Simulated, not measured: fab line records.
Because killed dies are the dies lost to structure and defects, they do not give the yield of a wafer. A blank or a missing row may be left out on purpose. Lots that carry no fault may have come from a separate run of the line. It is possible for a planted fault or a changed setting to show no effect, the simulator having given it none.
A struck lot beside a sound one	flow sky130	30 steps out of a route of 708
Sound: these wafers, L359.3, L359.4, L359.6. The struck wafers were L371.2, L371.3, L371.6. At the end, the cause is stated.
At each step with rows: each side's tool, then ch and its chambers, then its first start. Under that, the readings that differ: sound wafers	struck wafers	difference of the means	sigmas: that difference in standard deviations of wafers without a fault.
alike: a reading whose means differ by less than 2 such deviations, as well as words and numbers matching on both sides. not compared: withheld readings; readings where some wafer has no value; bounds like >300 that might hide an equal value; numbers whose values overlap and for which the record gives no deviation.
A row with sigmas, a row that says differs or no value, or rows on one side alone: a step with any of these is where the two part. Numbers that don't overlap but have no deviation are shown without sigmas and don't part them. A reading that every wafer of one side lacks parts them only if that side has two wafers or more.

SKY_PWDE_STRIP_09: strips in O2/N2.
  sound on plasmaAsher-03 ch 0,1, day 6 03:12; struck on plasmaAsher-04 ch 0,1, day 9 01:17
  alike: drypumpMotorCurrentA, oesProductAu, stripTimeToEndpointS
  not compared: rfHoursCounterH
SKY_PWDE_TW_MEAS_10:
  sound on filmMetro-01, day 6 03:17; struck on filmMetro-03, day 9 01:23
  alike: PWDE_TW
then, 7 steps without rows for these wafers: SKY_NWELL_DEHYDRATE_03 (time 60 s); SKY_NWELL_HMDS_04 (prime time 60 s); SKY_NWELL_COAT_05 (resist thk 3000 nm); SKY_NWELL_SOFTBAKE_06; SKY_NWELL_EXPOSE_07 (exposes mask NWM, target cd 840 nm); SKY_NWELL_PEB_08; SKY_NWELL_DEVELOP_09 (develop time 60 s).
SKY_NWELL_OVL_MEAS_10:
  sound on overlay-02, day 6 21:30; struck on overlay-01, day 9 22:22
  alike: NWELL_00_OVL
then, 2 steps without rows for these wafers: SKY_NWELL_IMPLANT_11; SKY_NWELL_IMPLANT_12.
SKY_NWELL_IMPLANT_13:
  sound on implanter-02 ch 0, day 6 21:53; struck on implanter-02 ch 0, day 9 22:43
reading	sound	struck	difference	sigmas
doseIonsCm2	6.99e+11 6.982e+11 6.993e+11	1.0589e+12 1.0579e+12 1.0579e+12	+3.5940e+11	+99 or more
faradayCurrentUA	3.88 4.00 3.92	5.94 5.96 5.93	+2.01	+29
SKY_NWELL_STRIP_14: strips in O2/N2.
  sound on plasmaAsher-04 ch 0,1, day 6 22:01; struck on plasmaAsher-03 ch 0,1, day 9 22:50
  alike: drypumpMotorCurrentA, oesProductAu, stripTimeToEndpointS
  not compared: rfHoursCounterH
SKY_NWELL_TW_MEAS_15:
  sound on filmMetro-03, day 6 22:06; struck on filmMetro-03, day 9 22:57
  alike: NWELL_TW
then, 7 steps without rows for these wafers: SKY_NWELL_DEHYDRATE_16 (time 60 s); SKY_NWELL_HMDS_17 (prime time 60 s); SKY_NWELL_COAT_18 (resist thk 3000 nm); SKY_NWELL_SOFTBAKE_19; SKY_NWELL_EXPOSE_20 (exposes mask NWM COMPLEMENT, target cd 840 nm); SKY_NWELL_PEB_21; SKY_NWELL_DEVELOP_22 (develop time 60 s).
SKY_NWELL_OVL_MEAS_23:
  sound on overlay-01, day 7 18:51; struck on overlay-02, day 10 21:26
  alike: NWELL_01_OVL
following that, these wafers have no rows for 1 step: SKY_NWELL_IMPLANT_24.
SKY_NWELL_STRIP_25: strips in O2/N2.
  sound on plasmaAsher-04 ch 0,1, day 7 19:04; struck on plasmaAsher-03 ch 0,1, day 10 21:37
  alike: drypumpMotorCurrentA, oesProductAu, stripTimeToEndpointS
  not compared: rfHoursCounterH
SKY_NWELL_TW_MEAS_26:
  sound on filmMetro-03, day 7 19:09; struck on filmMetro-01, day 10 21:44
  alike: NWELL_2_TW
then, 1 step without rows for these wafers: SKY_NWELL_CLEAN_27 (cleans in SC1/SC2, time 150 s).
SKY_NWELL_RTA_28: time 30 s.
  sound on rtpAnneal-02 ch 0, day 7 19:16; struck on rtpAnneal-01 ch 0, day 10 21:51
  alike: lampPowerPct, rampUpCPerS, wafer_temp_C_max
SKY_NWELL_RS_MEAS_29: the measuring method here is four-point-probe.
  sound on filmMetro-01, day 7 19:23; struck on filmMetro-01, day 10 21:57
reading	sound	struck	difference	sigmas
NWELL_RS (ohm/sq)	624.6 624.4 624.5	614.2 614.2 613.9	-10.4	-6
-- the record jumps here: 40 days lie between the struck wafers' starts before and after (it left off in module NWELL and takes up again in module PAD_OPEN, whose first step shown is number 708 of the route) --
SKY_PAD_OPEN_PROBE_99:
  sound on prober-02, day 48 07:47; struck on prober-01, day 51 04:39
reading	sound	struck	difference	sigmas
model.etest.nfet_16v.rOnOhmUm	1.424e+04 1.412e+04 1.415e+04	1.381e+04 1.384e+04 1.385e+04	-3.367e+02	
model.etest.pfetG5v0d10v5.rOnOhmUm	4825 4765 4741	4928 5032 4944	+191	
model.etest.tip_p_5v.rsOhmSq	2864 2847 2858	2941 2918 2930	+73	
model.etest.pfetG5v0d10v5.driveUaUm	340.1 343.8 347.5	325.3 322.8 323.6	-19.9	
model.etest.pfet_01v8_lvt.driveUaUm	170.3 173.1 171.9	160.1 158.5 159.2	-12.5	
model.etest.pfet_16v.driveUaUm	247.6 250.9 251.2	238 233.5 233.2	-15	
model.etest.pfet_01v8_mvt.driveUaUm	150.3 153.9 151.7	147.8 145.1 145.8	-5.7	
  alike: killed_at_M0_to_M3, killed_at_M4_up, killedAtContacts, killedAtFrontEnd, killedAtOther, killedDies, killedOpen, killedShort
  not compared: model.etest.tipP.rsOhmSq

WHERE THEY PART
Last at SKY_NWELL_RS_MEAS_29 as far as this record goes, first at SKY_NWELL_IMPLANT_13. Later steps at which nothing parts them and some readings are alike: SKY_PAD_OPEN_PROBE_99.

WHY: the cause the simulator had injected
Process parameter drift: implanter-02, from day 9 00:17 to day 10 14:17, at SKY_NWELL_IMPLANT_13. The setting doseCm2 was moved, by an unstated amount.
